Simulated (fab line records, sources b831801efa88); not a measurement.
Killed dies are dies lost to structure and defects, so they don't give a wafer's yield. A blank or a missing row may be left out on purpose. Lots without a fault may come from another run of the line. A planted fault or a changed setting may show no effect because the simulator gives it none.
fab line records | flow sky130
record lots=14 wafers=42 last_day=49
route steps=708 shown LDD_HVN@273 POLY_CUT@316 VIA1@480 VIA2@519
lots that met no fault: from a run of the same line without faults
start_h: hours from the record's first day to the start of the lot's first wafer shown | wait_h: hours since the lot's step before | " the same as in the row above | L1.1+2: a row that stands for several wafers | - no value, or no start given | * or withheld: withheld | < > ~ a bound
route shown NAME@n: a module of which the file shows steps, and the number in the route of the first | usual: mean/standard deviation of fault-free wafers | same: alike in all rows | chamber/n: place in a boat | sites: the reading at each site | _std_site: their standard deviation | _edge_site: outer sites' mean less inner sites' | radius_mm: how far each site lies from the wafer's centre | mask NAME#n: copy n | behind: the tool/chamber that last shaped the wafer | hold: why the lot was held/for how many hours/how that ended | device: the transistor (n, p or np) that didn't switch | end of line: the same wafers' tests at the end of the route | a step without rows: its recipe alone | killed: dies lost to structure and defects at the first sort, not the wafer's yield | map: a wafer's dies, x killed, . not, _ none there
set.NAME: the setting as run; set.NAME@STEP: as run at that earlier step | model.NAME: the simulator's own value behind a step, which no gauge read
steps of the route over a sample of lots; a table a step, a row a wafer
## steps
# step SKY_LDD_HVN_DEVELOP_06
# recipe resist=NOVOLAK developer=TMAH develop_time_s=60 dev_temp_c=23
# usual chill_plate_temp_C=23.02/0.11 develop_time_s=60/0
# columns lot.wafer tool chamber start_h wait_h chill_plate_temp_C develop_time_s
L776.2 litho_track-02 0 456.36 0.1 22.95 60
L776.4 " 0 " " 22.91 60
L776.5 " 0 " " 22.93 60
L777.1 litho_track-02 0 472.88 0.1 23.24 60
L777.4 " 0 " " 23.11 60
L777.6 " 0 " " 22.99 60
L778.3 litho_track-01 0 483.91 0.1 23.10 60
L778.4 " 0 " " 22.97 60
L778.5 " 0 " " 23.24 60
L779.1 litho_track-03 0 493.90 0.1 23.10 60
L779.4 " 0 " " 22.99 60
L779.5 " 0 " " 23.03 60
L781.2 litho_track-03 0 522.02 0.1 23.01 60
L781.4 " 0 " " 22.94 60
L781.6 " 0 " " 23.08 60
L784.1 litho_track-02 0 543.83 0.1 22.83 60
L784.3 " 0 " " 22.91 60
L784.5 " 0 " " 22.88 60
L785.4 litho_track-02 0 551.65 0.1 23.11 60
L785.5 " 0 " " 22.95 60
L785.6 " 0 " " 22.97 60
L786.1 litho_track-01 0 566.76 0.1 22.89 60
L786.3 " 0 " " 22.84 60
L786.4 " 0 " " 22.91 60
L788.1 litho_track-01 0 575.16 0.1 22.98 60
L788.4 " 0 " " 22.87 60
L788.6 " 0 " " 22.97 60
L789.1 litho_track-01 0 583.71 0.1 23.12 60
L789.2 " 0 " " 23.09 60
L789.4 " 0 " " 23.15 60
L790.2 litho_track-01 0 589.88 0.1 23.03 60
L790.4 " 0 " " 23.04 60
L790.5 " 0 " " 23.12 60
L791.3 litho_track-03 - 599.75 0.1 - -
L791.5 " - " " - -
L791.6 " - " " - -
L792.1 litho_track-02 - 603.58 0.1 - -
L792.4 " - " " - -
L792.5 " - " " - -
L793.2 litho_track-02 0 611.85 0.1 23.00 60
L793.3 " 0 " " 23.16 60
L793.6 " 0 " " 23.10 60
# step SKY_POLY_CUT_OVL_MEAS_09
# usual POLY_CUT_OVL=-5/5.6
# columns lot.wafer tool chamber start_h wait_h POLY_CUT_OVL[nm]
L776.2 overlay-01 - 553.96 0.1 0
L776.4 " - " " 3
L776.5 " - " " -4
L777.1 overlay-02 - 570.92 0.1 -11
L777.4 " - " " -8
L777.6 " - " " -9
L778.3 overlay-02 - 579.51 0.1 -9
L778.4 " - " " -5
L778.5 " - " " -8
L779.1 overlay-01 - 589.53 0.1 -6
L779.4 " - " " -7
L779.5 " - " " -10
L781.2 overlay-02 - 615.03 0.1 2
L781.4 " - " " -2
L781.6 " - " " -1
L784.1 overlay-02 - 635.63 0.1 2
L784.3 " - " " -6
L784.5 " - " " 0
L785.4 overlay-01 - 642.52 0.1 2
L785.5 " - " " -1
L785.6 " - " " 0
L786.1 overlay-01 - 656.98 0.1 -13
L786.3 " - " " -10
L786.4 " - " " -11
L788.1 overlay-01 - 667.33 0.1 -7
L788.4 " - " " -8
L788.6 " - " " -5
L789.1 overlay-01 - 674.07 0.1 -10
L789.2 " - " " -11
L789.4 " - " " -7
L790.2 overlay-02 - 680.58 0.1 -8
L790.4 " - " " -5
L790.5 " - " " -10
L791.3 overlay-01 - 690.34 0.1 -3
L791.5 " - " " 0
L791.6 " - " " -3
L792.1 overlay-02 - 693.43 0.1 -5
L792.4 " - " " -5
L792.5 " - " " -1
L793.2 overlay-01 - 700.43 0.1 5
L793.3 " - " " -3
L793.6 " - " " 6
# step SKY_VIA1_RS_MEAS_22
# recipe thk_meas_gauge=four-point-probe reads=W_of_VIA1_CVD_21+TiN_of_VIA1_SPUTTER_20
# usual VIA1_W_RS=0.428/0.0041
# columns lot.wafer tool chamber start_h wait_h VIA1_W_RS[ohm/sq]
L776.2 film_metro-04 - 790.61 0.1 0.421
L776.4 " - " " 0.423
L776.5 " - " " 0.417
L777.1 film_metro-03 - 806.10 0.1 0.433
L777.4 " - " " 0.430
L777.6 " - " " 0.431
L778.3 film_metro-01 - 812.29 0.1 0.429
L778.4 " - " " 0.429
L778.5 " - " " 0.423
L779.1 film_metro-01 - 822.44 0.1 0.420
L779.4 " - " " 0.425
L779.5 " - " " 0.420
L781.2 film_metro-03 - 845.85 0.1 0.424
L781.4 " - " " 0.428
L781.6 " - " " 0.427
L784.1 film_metro-04 - 863.53 0.1 0.427
L784.3 " - " " 0.433
L784.5 " - " " 0.429
L785.4 film_metro-01 - 868.58 0.1 0.430
L785.5 " - " " 0.428
L785.6 " - " " 0.430
L786.1 film_metro-04 - 883.89 0.1 0.425
L786.3 " - " " 0.428
L786.4 " - " " 0.426
L788.1 film_metro-04 - 893.39 0.1 0.422
L788.4 " - " " 0.428
L788.6 " - " " 0.426
L789.1 film_metro-03 - 898.86 0.1 0.426
L789.2 " - " " 0.424
L789.4 " - " " 0.424
L790.2 film_metro-01 - 904.82 0.1 0.426
L790.4 " - " " 0.430
L790.5 " - " " 0.431
L791.3 film_metro-04 - 910.93 0.1 0.425
L791.5 " - " " 0.429
L791.6 " - " " 0.428
L792.1 film_metro-01 - 914.03 0.1 0.434
L792.4 " - " " 0.430
L792.5 " - " " 0.433
L793.2 film_metro-01 - 921.18 0.1 0.427
L793.3 " - " " 0.428
L793.6 " - " " 0.428
# step SKY_VIA2_CD_MEAS_12
# recipe target_cd_nm=200
# usual cd_nm=200.1/1.4
# columns lot.wafer tool chamber start_h wait_h cd_nm
L776.2 cd_sem-01 - 845.53 - 197.8
L776.4 " - " " 199.5
L776.5 " - " " 200.0
L777.1 cd_sem-02 - 859.91 - 200.6
L777.4 " - " " 200.5
L777.6 " - " " 201.6
L778.3 cd_sem-01 - 866.50 - 202.5
L778.4 " - " " 202.0
L778.5 " - " " 200.8
L779.1 cd_sem-01 - 876.96 - 197.7
L779.4 " - " " 197.9
L779.5 " - " " 196.2
L781.2 cd_sem-01 - 901.13 - 201.9
L781.4 " - " " 201.3
L781.6 " - " " 201.7
L784.1 cd_sem-02 - 916.26 - 200.3
L784.3 " - " " 199.8
L784.5 " - " " 199.6
L785.4 cd_sem-01 - 920.51 - 199.9
L785.5 " - " " 199.9
L785.6 " - " " 201.4
L786.1 cd_sem-01 - 935.35 - 199.9
L786.3 " - " " 199.4
L786.4 " - " " 199.2
L788.1 cd_sem-02 - 945.36 - 200.7
L788.4 " - " " 200.5
L788.6 " - " " 200.8
L789.1 cd_sem-02 - 951.01 - 201.6
L789.2 " - " " 201.2
L789.4 " - " " 200.1
L790.2 cd_sem-02 - 957.02 - 198.1
L790.4 " - " " 198.1
L790.5 " - " " 199.4
L791.3 cd_sem-01 - 963.10 - 200.0
L791.5 " - " " 200.0
L791.6 " - " " 201.2
L792.1 cd_sem-02 - 965.86 - 202.0
L792.4 " - " " 202.6
L792.5 " - " " 202.0
L793.2 cd_sem-01 - 973.02 - 198.2
L793.3 " - " " 199.7
L793.6 " - " " 199.9
## key
first_sign step=SKY_LDD_HVN_DEVELOP_06 reading=tool_record direction=missing
effect none on later readings
met_at SKY_LDD_HVN_DEVELOP_06
struck_lots L791,L792
sort_left_out L791.3,L791.5,L791.6,L792.1,L792.4,L792.5
tester_left_out L791,L792
not_acting_at SKY_POLY_CUT_OVL_MEAS_09,SKY_VIA1_RS_MEAS_22,SKY_VIA2_CD_MEAS_12
onset_between 551.65 599.75
fault kind=skipped_step_whole tool=litho_track-02,litho_track-03 chamber=- onset_h=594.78 steps=SKY_LDD_HVN_DEVELOP_06 scope=struck_lots_only
# tester_left_out: of these lots the tester's yield and bins aren't shown, on N5 and GAA mostly nor the transistor test; their killed dies are dies lost to structure and defects alone, not to doping, threshold or leakage, so they don't give the yield
# sort_left_out: the simulated sort isn't trusted on such a fault, so these wafers' sort isn't shown, and their yield isn't known
